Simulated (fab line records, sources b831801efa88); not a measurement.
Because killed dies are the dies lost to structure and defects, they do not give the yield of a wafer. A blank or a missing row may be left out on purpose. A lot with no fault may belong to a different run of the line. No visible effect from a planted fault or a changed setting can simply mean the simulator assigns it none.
Matching of chambers + flow gf180mcu + 3 sister chambers for GF_PASSIVATION_CVD_00 on pecvd-01
The step deposits SiO2 from TEOS, target thk 1000 nm, time 111.95 s. 18 wafers are shown with their chamber, then 9 later ones without.

## EACH WAFER AND ITS CHAMBER
| wafer  | chamber | heaterPowerW (W) |
|--------|---------|------------------|
| L074.1 | 1       | 781              |
| L074.2 | 2       | 671              |
| L074.6 | 1       | 807              |
| L076.1 | 1       | 803              |
| L076.2 | 0       | 445              |
| L076.3 | 0       | 495              |
| L076.4 | 1       | 655              |
| L076.5 | 0       | 530              |
| L076.6 | 1       | 739              |
| L078.1 | 1       | 781              |
| L078.3 | 2       | 610              |
| L078.4 | 2       | 674              |
| L079.3 | 1       | 695              |
| L079.5 | 2       | 756              |
| L079.6 | 0       | 493              |
| L086.1 | 0       | 458              |
| L086.2 | 1       | 834              |
| L086.4 | 2       | 728              |

SIGNATURES (averages over the wafers above)
| reading      | chamber 0 | chamber 1 | chamber 2 | scatter within a chamber |
|--------------|-----------|-----------|-----------|--------------------------|
| heaterPowerW | 484.20    | 761.88    | 687.80    | 53.8                     |
Rule: distance of a wafer from a chamber = root of the sum over the readings of ((wafer's reading minus chamber's mean) / reading's scatter) squared. If the next closest chamber is less than 2 further off than the closest, the wafer can't be placed; otherwise it belongs to the closest. The scatter: the root of (the sum of the squares of (reading less its chamber's mean) over the shown wafers, divided by (wafers less chambers)).

## WAFERS WITHOUT THEIR CHAMBER
| wafer  | heaterPowerW (W) |
|--------|------------------|
| L089.1 | 554              |
| L089.5 | 601              |
| L089.6 | 434              |
| L091.1 | 752              |
| L091.3 | 511              |
| L091.4 | 613              |
| L092.1 | 533              |
| L092.4 | 604              |
| L092.6 | 653              |

## WHICH CHAMBER EACH WENT THROUGH
| wafer  | from the rows above          | in truth |
|--------|------------------------------|----------|
| L089.1 | can't be placed: 0 or 2      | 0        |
| L089.5 | can't be placed: 2 or 0 or 1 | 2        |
| L089.6 | 0                            | 0        |
| L091.1 | can't be placed: 1 or 2      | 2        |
| L091.3 | 0                            | 0        |
| L091.4 | can't be placed: 2 or 0 or 1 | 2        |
| L092.1 | can't be placed: 0 or 2      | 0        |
| L092.4 | can't be placed: 2 or 0 or 1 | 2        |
| L092.6 | can't be placed: 2 or 1      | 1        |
Correct placement for 2 of the 9. Can't be placed from these rows: 7 (the true chamber is among the candidates in 7). Placed wrongly: 0.
